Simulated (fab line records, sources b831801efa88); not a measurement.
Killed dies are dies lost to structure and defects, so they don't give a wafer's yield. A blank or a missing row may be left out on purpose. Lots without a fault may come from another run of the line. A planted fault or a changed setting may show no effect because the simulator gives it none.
Which tool did it? | flow sky130 | 12 lots, 36 wafers sampled, at 2 steps of a route of 708

WHAT THE GAUGES READ, wafer by wafer
SKY_METAL5_THK_MEAS_06: measures by xrf. Usual: METAL5_ALCU_THK 1143 nm, standard deviation 10.
lot  | measured     | on            | METAL5_ALCU_THK (nm) | flag
L483 | day 42 16:28 | film_metro-02 | 1147 1163 1154       |
L484 | day 43 04:58 | film_metro-03 | 1144 1146 1144       |
L485 | day 43 11:09 | film_metro-03 | 1161 1157 1156       |
L487 | day 45 06:11 | film_metro-01 | 1150 1164 1152       |
L488 | day 45 08:08 | film_metro-02 | 1162 1153 1143       |
L490 | day 45 09:16 | film_metro-02 | 1141 1151 1141       |
L492 | day 45 10:02 | film_metro-02 | 1132 1131 1132       |
L493 | day 46 06:49 | film_metro-01 | 1135 1141 1142       |
L499 | day 48 02:43 | film_metro-03 | 1154 1132 1129       |
L501 | day 48 08:01 | film_metro-02 | 1137 1125 1133       |
L502 | day 48 08:40 | film_metro-01 | 1145 1145 1147       |
L505 | day 49 07:59 | film_metro-03 | 1143 1147 1149       |

WHICH TOOL RAN EACH LOT (tool, then ch and the chambers of the sampled wafers, then the start)
lot  | SKY_CAPM_CLEAN_16
L483 | wet_bench-04 ch 1, day 37 12:01
L484 | wet_bench-04 ch 3, day 37 18:31
L485 | wet_bench-03 ch 2, day 38 01:36
L487 | wet_bench-04 ch 1, day 40 02:57
L488 | wet_bench-03 ch 3, day 40 03:15
L490 | wet_bench-01 ch 0, day 40 05:44
L492 | wet_bench-03 ch 3, day 40 08:21
L493 | wet_bench-01 ch 3, day 41 07:00
L499 | wet_bench-04 ch 2, day 43 09:10
L501 | wet_bench-04 ch 2, day 43 15:52
L502 | wet_bench-01 ch 2, day 43 19:55
L505 | wet_bench-03 ch 3, day 44 23:46
- SKY_CAPM_CLEAN_16: cleans in IPA, time 180 s.

WHAT THE TOOLS THEMSELVES READ (means of the sampled wafers that have a number; where no wafer has one, the mark that the record gives instead)
The record holds no such reading with a usual standard deviation.

THE ANSWER, worked out from the rows above alone
Rule: a lot is off if the mean of its wafers that have a number lies more than 3 standard deviations from the usual mean. A lot without any number at a reading at which 4 lots or more have one is off too. The other lots that the step has rows for count as sound. The gauges are gone through in route order, then the tools' own readings, and for those a lot's mean is taken as printed above. The first step at which some lot is off is used, and at that step the reading that is off furthest; a lot without a number counts as furthest.
No lot is off at any reading shown: from this, nothing can be told.

WHAT THE SIMULATOR HAD PUT IN
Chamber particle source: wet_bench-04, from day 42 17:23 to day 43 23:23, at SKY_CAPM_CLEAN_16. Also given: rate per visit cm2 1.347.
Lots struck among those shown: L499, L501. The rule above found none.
